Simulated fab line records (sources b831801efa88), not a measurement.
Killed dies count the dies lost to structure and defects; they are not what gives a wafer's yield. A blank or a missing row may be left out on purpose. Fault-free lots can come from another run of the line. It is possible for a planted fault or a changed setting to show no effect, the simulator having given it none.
fab line records	flow gf180mcu
record: lots: 12	wafers: 36	last_day: 34
route steps=602 shown POLY_GATE@173 CONTACT@313 V1@349
lots untouched by any fault: they come from a run of this same line in which no faults occurred
start_h: the number of hours between the record's first day and the start of the first shown wafer of the lot	wait_h: time in hours since the lot's previous step	" same as the row above	L1.1+2: several wafers, shown together as one row	- no value present, or no start provided	* or withheld: withheld	< > ~ a bound
route shown NAME@n: names a module that has steps shown in the file, with the first one's number in the route	usual: mean and standard deviation over wafers with no fault	same: alike in all rows	chamber/n: place in a boat	sites: per-site readings	_std_site: the values' standard deviation	_edge_site: the outer-site mean with the inner-site mean subtracted	radius_mm: how far each site lies from the wafer's centre	mask NAME#n: copy n	behind: the tool/chamber that last shaped the wafer	hold: what put the lot on hold/how long, in hours/how the hold closed	device: the transistor (n, p or np) that didn't switch	end of line: the route-end tests of the same wafers	a step with no rows: only its recipe	killed: count of dies lost to structure and defects at first sort (not the wafer's yield)	map: per-die view of a wafer (x killed, . not killed, _ where there is no die)
set.NAME: the run value of the setting; set.NAME@STEP: its run value at that earlier step	model.NAME: the simulator's own value behind a step, which no gauge read
one table for each step of the route and one row for each wafer, over a sample of lots
services: from which hour (start_h, from the record's first day; less than 0 if before it) a tool's chamber was out of use, for how many hours, and why
== steps ==
step: GF_POLY_GATE_OXIDATION_16
recipe: temp_c: 850	ambient: O2	stabilise_s: 600	purge_s: 300	target_thk_a: 40	ox_time_s: 899
usual: spike_tc_bottom_C: 866.4/1.1	spike_tc_centre_C: 851.2/1	spike_tc_lower_C: 850.1/1.2	spike_tc_top_C: 863.2/1.1	spike_tc_upper_C: 849.7/1.7	tube_center_temp_C: 850/0.08	tube_center_temp_C_max: 852.2/0.33	zone_power_lower_pct: 16.2/2
lot.wafer	tool	chamber	start_h	wait_h	spike_tc_bottom_C	spike_tc_centre_C	spike_tc_lower_C	spike_tc_top_C	spike_tc_upper_C	tube_center_temp_C	tube_center_temp_C_max	zone_power_lower_pct
L336.3	furnace-02	0	207.81	0.0	866.8	851.2	850.4	863.5	853.2	849.87	852.1	18.3
L336.4	"	0	"	"	867.3	850.6	850.9	862.8	852.0	850	852.4	18.2
L336.6	"	0	"	"	864.8	851.9	851.4	862.4	851.9	850	852.1	17.8
L338.2	furnace-02	0	220.09	1.1	868.1	850.4	851.6	863.1	850.8	849.92	851.9	18.5
L338.5	"	0	"	"	867.2	850.2	851.9	860.9	850.8	849.94	851.6	18.2
L338.6	"	0	"	"	868.2	851.1	852.8	862.5	851.3	849.95	852.5	18.3
L339.2	furnace-02	0	223.98	0.0	867.3	851.6	850.3	863.1	850.3	849.86	852.3	18.0
L339.3	"	0	"	"	866.0	850.5	849.7	863.6	848.9	850.14	851.7	18.3
L339.5	"	0	"	"	867.1	850.9	848.4	861.2	852.0	850.13	852.5	18.1
L341.3	furnace-01	0	231.91	0.0	864.8	851.0	850.9	863.6	848.6	850.01	852.3	14.2
L341.4	"	0	"	"	866.7	850.7	848.6	863.5	849.7	850.01	851.8	13.9
L341.5	"	0	"	"	865.1	851.3	849.8	864.4	847.6	849.99	851.7	14.2
L343.2	furnace-02	0	246.51	0.4	865.1	851.2	851.6	863.0	852.0	849.93	852.0	18.1
L343.3	"	0	"	"	867.6	851.7	850.6	863.9	850.2	849.94	851.7	18.0
L343.4	"	0	"	"	868.0	851.7	850.7	861.5	853.2	850.08	851.7	18.0
L344.3	furnace-01	0	257.04	0.4	867.3	852.9	848.6	862.8	847.8	849.86	851.6	14.2
L344.4	"	0	"	"	866.6	851.5	848.9	863.4	847.9	850.22	852.7	14.3
L344.5	"	0	"	"	865.3	850.6	849.7	864.8	846.9	850	852.6	14.1
L345.1	furnace-01	0	271.58	0.8	867.1	852.2	849.8	863.9	848.0	849.89	852.1	14.1
L345.2	"	0	"	"	865.5	851.0	849.1	862.0	849.9	850.07	852.8	14.2
L345.3	"	0	"	"	866.4	850.5	849.6	865.2	848.0	850.01	852.4	13.9
L346.2	furnace-02	0	274.03	0.0	865.4	851.4	850.7	864.6	849.7	850.04	852.2	18.5
L346.3	"	0	"	"	868.4	850.1	852.0	864.6	851.0	849.9	851.7	18.0
L346.4	"	0	"	"	866.9	849.8	850.0	861.7	852.0	849.94	852.0	18.1
L349.1	furnace-01	0	296.39	0.8	881.4	868.7	865.0	879.1	864.6	866.09	867.7	15.0
L349.5	"	0	"	"	882.0	867.1	866.0	879.6	864.4	866.05	868.0	14.6
L349.6	"	0	"	"	881.3	868.6	866.5	879.4	865.4	866.12	868.1	14.8
L350.3	furnace-01	0	301.39	0.9	881.1	868.3	866.2	879.9	865.5	866.21	868.2	14.7
L350.4	"	0	"	"	882.7	867.0	866.3	879.3	866.0	866.16	868.6	14.8
L350.5	"	0	"	"	882.0	866.6	864.8	880.0	864.7	866.05	868.2	14.6
L351.2	furnace-02	0	303.26	0.0	866.9	851.3	851.9	862.8	850.4	849.9	852.0	18.2
L351.4	"	0	"	"	865.6	851.0	850.9	862.5	850.6	850.03	852.2	18.0
L351.5	"	0	"	"	867.2	850.6	850.3	862.5	850.5	850.07	852.1	18.2
L357.1	furnace-02	0	349.14	0.0	869.9	849.6	851.5	862.5	852.0	850.01	852.0	17.8
L357.2	"	0	"	"	866.6	852.0	851.2	862.6	852.3	850.05	852.0	18.2
L357.4	"	0	"	"	866.9	853.3	849.5	862.2	850.8	850	851.9	18.3
step: GF_POLY_GATE_THK_MEAS_17
recipe: reads: SiO2_of_POLY_GATE_OXIDATION_16
usual: POLY_GATE_OXIDATION_THK: 4.00/0.076
lot.wafer	tool	chamber	start_h	wait_h	POLY_GATE_OXIDATION_THK[nm]
L336.3	film_metro-01	-	209.08	0.0	3.87
L336.4	"	-	"	"	3.84
L336.6	"	-	"	"	3.91
L338.2	film_metro-03	-	221.35	0.0	4.06
L338.5	"	-	"	"	3.99
L338.6	"	-	"	"	3.93
L339.2	film_metro-01	-	225.24	0.0	3.93
L339.3	"	-	"	"	4.02
L339.5	"	-	"	"	3.96
L341.3	film_metro-03	-	233.18	0.0	4.01
L341.4	"	-	"	"	3.99
L341.5	"	-	"	"	4.06
L343.2	film_metro-04	-	247.77	0.0	4.07
L343.3	"	-	"	"	4.05
L343.4	"	-	"	"	4.07
L344.3	film_metro-04	-	258.31	0.0	4.07
L344.4	"	-	"	"	4.09
L344.5	"	-	"	"	4.08
L345.1	film_metro-01	-	272.83	0.0	3.90
L345.2	"	-	"	"	3.96
L345.3	"	-	"	"	3.98
L346.2	film_metro-04	-	275.29	0.0	4.00
L346.3	"	-	"	"	4.07
L346.4	"	-	"	"	4.03
L349.1	film_metro-01	-	297.64	0.0	4.85
L349.5	"	-	"	"	4.96
L349.6	"	-	"	"	5.04
L350.3	film_metro-04	-	302.66	0.0	4.90
L350.4	"	-	"	"	4.90
L350.5	"	-	"	"	4.87
L351.2	film_metro-01	-	304.52	0.0	4.07
L351.4	"	-	"	"	4.07
L351.5	"	-	"	"	4.13
L357.1	film_metro-04	-	350.39	0.0	4.11
L357.2	"	-	"	"	4.07
L357.4	"	-	"	"	4.11
step: GF_CONTACT_THK_MEAS_26
recipe: thk_meas_gauge: xrf	reads: W_of_CONTACT_CVD_24
usual: CONTACT_W_THK: 303/4.4
lot.wafer	tool	chamber	start_h	wait_h	CONTACT_W_THK[nm]
L336.3	film_metro-04	-	377.67	0.1	301
L336.4	"	-	"	"	310
L336.6	"	-	"	"	310
L338.2	film_metro-02	-	390.09	0.1	304
L338.5	"	-	"	"	306
L338.6	"	-	"	"	305
L339.2	film_metro-02	-	397.10	0.1	304
L339.3	"	-	"	"	309
L339.5	"	-	"	"	309
L341.3	film_metro-02	-	404.48	0.1	313
L341.4	"	-	"	"	306
L341.5	"	-	"	"	308
L343.2	film_metro-02	-	424.57	0.1	305
L343.3	"	-	"	"	301
L343.4	"	-	"	"	301
L344.3	film_metro-02	-	438.28	0.1	300
L344.4	"	-	"	"	298
L344.5	"	-	"	"	298
L345.1	film_metro-01	-	458.49	0.1	298
L345.2	"	-	"	"	304
L345.3	"	-	"	"	297
L346.2	film_metro-02	-	460.53	0.1	301
L346.3	"	-	"	"	301
L346.4	"	-	"	"	305
L349.1	film_metro-02	-	486.78	0.1	301
L349.5	"	-	"	"	296
L349.6	"	-	"	"	299
L350.3	film_metro-02	-	492.18	0.1	299
L350.4	"	-	"	"	299
L350.5	"	-	"	"	300
L351.2	film_metro-04	-	496.28	0.1	300
L351.4	"	-	"	"	309
L351.5	"	-	"	"	305
L357.1	film_metro-02	-	545.78	0.1	303
L357.2	"	-	"	"	306
L357.4	"	-	"	"	300
step: GF_V1_CD_MEAS_14
recipe: target_cd_nm: 260
usual: cd_nm: 259.8/1.3
lot.wafer	tool	chamber	start_h	wait_h	cd_nm
L336.3	cd_sem-01	-	426.77	0.2	261.7
L336.4	"	-	"	"	260.4
L336.6	"	-	"	"	261.0
L338.2	cd_sem-02	-	439.89	0.1	259.7
L338.5	"	-	"	"	260.0
L338.6	"	-	"	"	260.2
L339.2	cd_sem-01	-	447.29	0.1	261.5
L339.3	"	-	"	"	261.9
L339.5	"	-	"	"	261.7
L341.3	cd_sem-02	-	455.10	0.1	260.3
L341.4	"	-	"	"	259.5
L341.5	"	-	"	"	260.7
L343.2	cd_sem-01	-	476.21	0.1	261.5
L343.3	"	-	"	"	262.8
L343.4	"	-	"	"	260.9
L344.3	cd_sem-01	-	489.15	0.1	259.7
L344.4	"	-	"	"	258.4
L344.5	"	-	"	"	260.3
L345.1	cd_sem-01	-	508.42	0.1	259.4
L345.2	"	-	"	"	260.1
L345.3	"	-	"	"	258.8
L346.2	cd_sem-01	-	509.99	0.1	258.2
L346.3	"	-	"	"	259.4
L346.4	"	-	"	"	257.8
L349.1	cd_sem-02	-	535.59	0.1	261.2
L349.5	"	-	"	"	261.3
L349.6	"	-	"	"	261.5
L350.3	cd_sem-01	-	541.73	0.1	261.4
L350.4	"	-	"	"	262.0
L350.5	"	-	"	"	262.1
L351.2	cd_sem-01	-	544.61	0.2	259.0
L351.4	"	-	"	"	258.6
L351.5	"	-	"	"	257.7
L357.1	cd_sem-01	-	592.02	0.1	260.7
L357.2	"	-	"	"	260.6
L357.4	"	-	"	"	259.6
step: GF_V1_SPUTTER_21
recipe: material: Ti	target_thk_nm: 15	chamber_pressure_pa: 5	power_w: 2500	substrate_temp_c: 200	time_s: 80.02
usual: cathode_dc_power_W: 2500.0/0.44	chamber_pressure_pa: 5.000/0.011	throttle_valve_pct: 30.8/0.65
lot.wafer	tool	chamber	start_h	wait_h	cathode_dc_power_W	chamber_pressure_pa	throttle_valve_pct
L336.3	pvd_sputter-02	-	427.55	0.0	2500.0	4.988	30.2
L336.4	"	-	"	"	2499.4	5.009	31.0
L336.6	"	-	"	"	2499.7	4.994	31.0
L338.2	pvd_sputter-02	-	440.73	0.0	2501.0	4.997	31.2
L338.5	"	-	"	"	2500.0	5.005	30.1
L338.6	"	-	"	"	2500.0	5.007	31.0
L339.2	pvd_sputter-02	-	448.12	0.0	2499.5	5.007	31.2
L339.3	"	-	"	"	2499.8	4.995	30.4
L339.5	"	-	"	"	2500.0	5.017	29.4
L341.3	pvd_sputter-04	-	455.97	0.0	2500.5	4.983	31.2
L341.4	"	-	"	"	2499.4	4.986	30.8
L341.5	"	-	"	"	2499.4	5.002	31.0
L343.2	pvd_sputter-03	-	477.01	0.0	2500.1	5.014	30.2
L343.3	"	-	"	"	2500.1	4.999	30.6
L343.4	"	-	"	"	2500.2	4.992	30.4
L344.3	pvd_sputter-02	-	490.01	0.0	2500.0	5.014	29.4
L344.4	"	-	"	"	2500.0	4.988	30.5
L344.5	"	-	"	"	2500.0	4.989	30.6
L345.1	pvd_sputter-02	-	509.24	0.0	2500.0	4.997	29.3
L345.2	"	-	"	"	2500.3	5.004	31.0
L345.3	"	-	"	"	2500.2	5.004	31.0
L346.2	pvd_sputter-03	-	510.79	0.0	2499.5	5.016	30.2
L346.3	"	-	"	"	2499.8	5.007	31.9
L346.4	"	-	"	"	2499.5	5.013	30.3
L349.1	pvd_sputter-02	-	536.50	0.0	2499.5	4.999	31.0
L349.5	"	-	"	"	2499.2	4.994	31.2
L349.6	"	-	"	"	2500.1	5.008	30.3
L350.3	pvd_sputter-03	-	542.51	0.0	2499.4	5.007	30.2
L350.4	"	-	"	"	2500.0	5.003	32.0
L350.5	"	-	"	"	2499.9	5.001	30.4
L351.2	pvd_sputter-03	-	545.41	0.0	2499.4	4.999	30.6
L351.4	"	-	"	"	2500.6	5.003	31.9
L351.5	"	-	"	"	2499.6	5.008	30.4
L357.1	pvd_sputter-03	-	592.84	0.0	2500.4	5.009	30.2
L357.2	"	-	"	"	2500.5	5.011	30.4
L357.4	"	-	"	"	2500.2	4.989	31.7
== services ==
tool	chamber	start_h	hours	kind
furnace-01	-	193.59	3.7	pm
furnace-01	-	215.78	3.9	pm
pvd_sputter-03	-	245.79	5.3	repair
pvd_sputter-04	-	247.28	46.3	repair
pvd_sputter-04	-	260.81	5.1	repair
pvd_sputter-02	-	290.24	3.3	repair
furnace-01	-	316.19	7.0	repair
pvd_sputter-04	-	317.86	5.9	repair
furnace-02	-	336.38	3.6	pm
furnace-02	-	344.46	2.8	pm
furnace-01	-	383.59	2.5	pm
furnace-01	-	417.14	3.6	pm
pvd_sputter-03	-	443.05	3.8	repair
furnace-01	-	474.41	3.5	pm
pvd_sputter-03	-	479.00	2.3	repair
furnace-02	-	504.54	3.7	pm
pvd_sputter-02	-	509.83	4.9	repair
pvd_sputter-02	-	516.48	3.0	repair
pvd_sputter-03	-	524.22	0.6	repair
furnace-01	-	550.52	3.9	pm
pvd_sputter-02	2	557.55	-	consumable_replace:kit
pvd_sputter-02	2	557.55	18.0	scheduled_down
pvd_sputter-02	2	557.55	18.0	vent_cycle
pvd_sputter-02	-	586.00	38.3	repair
== key ==
first_sign: step: GF_POLY_GATE_OXIDATION_16	reading: tube_center_temp_C	direction: up	sigmas: 99+	usual: *	struck: *
effect: step: GF_POLY_GATE_OXIDATION_16	reading: tube_center_temp_C_max	direction: up	sigmas: 49	usual: *	struck: *
effect: step: GF_POLY_GATE_THK_MEAS_17	reading: POLY_GATE_OXIDATION_THK	direction: up	sigmas: 12	usual: 4.00	struck: 4.92
met_at GF_POLY_GATE_OXIDATION_16
struck_lots L349,L350
tester_left_out L349,L350
not_acting_at GF_CONTACT_THK_MEAS_26,GF_V1_CD_MEAS_14,GF_V1_SPUTTER_21
onset_between 271.58 296.39
fault: kind: process_parameter_drift	tool: furnace-01	chamber: -	onset_h: 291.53	steps: GF_POLY_GATE_OXIDATION_16	channel: temp_c	offset: *	shape: step	end_h: 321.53	acts_in: *	stated: *
tester_left_out: of these lots the tester's yield and bins aren't shown, on N5 and GAA mostly nor the transistor test; their killed dies are dies lost to structure and defects alone, not to doping, threshold or leakage, so they don't give the yield
